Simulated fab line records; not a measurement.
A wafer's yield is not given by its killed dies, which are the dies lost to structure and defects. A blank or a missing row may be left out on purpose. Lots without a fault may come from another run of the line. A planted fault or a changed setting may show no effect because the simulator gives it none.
2 desks, one fault	flow gf180mcu	only its own numbers are on each desk; what lay behind them is given at the end

## THE TOOL OWNER'S DESK: rie_metal-01
The tool's own readings at GF_TOP_METAL_METAL_ETCH_16 (etches the open film in Cl2/BCl3, stops on SiO2, target depth 1197 nm, time 199.5 s): means of the sampled wafers that have a number, for each lot that ran on this tool. The brackets show how far a lot's mean lies from the usual mean; more than 4 standard deviations puts the lot out of limits, marked OUT.
Columns: A = bias_w at GF_TOP_METAL_METAL_ETCH_16, usual 140.1 W; B = drypump_motor_current_A at GF_TOP_METAL_METAL_ETCH_16, usual 5.9 A; C = oes_product_au at GF_TOP_METAL_METAL_ETCH_16, usual 0.989 a.u.; D = throttle_valve_pct at GF_TOP_METAL_METAL_ETCH_16, usual 28.232 %
lot	first seen here	A	B	C	D
L257	day 28 01:27	140.2	5.2	0.993	28.228
L264	day 30 05:18	139.9	5.8	0.989	28.225
L267	day 31 03:40	140.1	5.8	0.991	28.234
L269	day 31 12:34	169.8 (+72) OUT	5.2	0.998	28.217
L270	day 32 03:39	170.1 (+73) OUT	5.2	0.996	28.222
This desk finds L269, L270 out of limits, L269 being first, at day 31 12:34 (bias_w at GF_TOP_METAL_METAL_ETCH_16). L257, L264, L267 stayed within limits.

## AT THE METROLOGY DESK
Lot by lot, what the gauges showed, no matter which tool ran the lot: averages of those sampled wafers that carry a number. The brackets show how far a lot's mean lies from the usual mean; more than 4 standard deviations puts the lot out of limits, marked OUT.
Columns: A = TOP_METAL_ALCU_THK at GF_TOP_METAL_THK_MEAS_06, usual 894 nm
lot	first seen here	A
L257	day 27 05:31	885
L258	day 27 11:22	891
L260	day 28 05:44	882
L263	day 29 09:07	908
L264	day 29 11:13	907
L267	day 30 09:41	889
L269	day 30 18:46	892
L270	day 31 10:49	906
L275	day 32 15:09	908
L276	day 32 20:34	897
L277	day 33 03:41	919
L278	day 33 07:05	895
Finding of this desk: none of the 12 lots has anything out of limits.

## PUT TOGETHER
The tool owner's desk had the chance to raise an alarm at day 31 12:34 on L269, L270.
Metrology desk: nothing out of limits seen.
The metrology desk has L269, L270 on record, within its limits.
Of the lots named, all ran GF_TOP_METAL_METAL_ETCH_16 on rie_metal-01.

## WHAT THE SIMULATOR PUT IN
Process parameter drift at GF_TOP_METAL_METAL_ETCH_16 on rie_metal-01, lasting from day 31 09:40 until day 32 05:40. Setting bias_w, moved by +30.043, from 140. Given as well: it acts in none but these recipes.
Struck lots among those shown: L269, L270.
How many hours passed from the start of the fault until each desk's first out-of-limits reading: the tool owner's desk, 3.
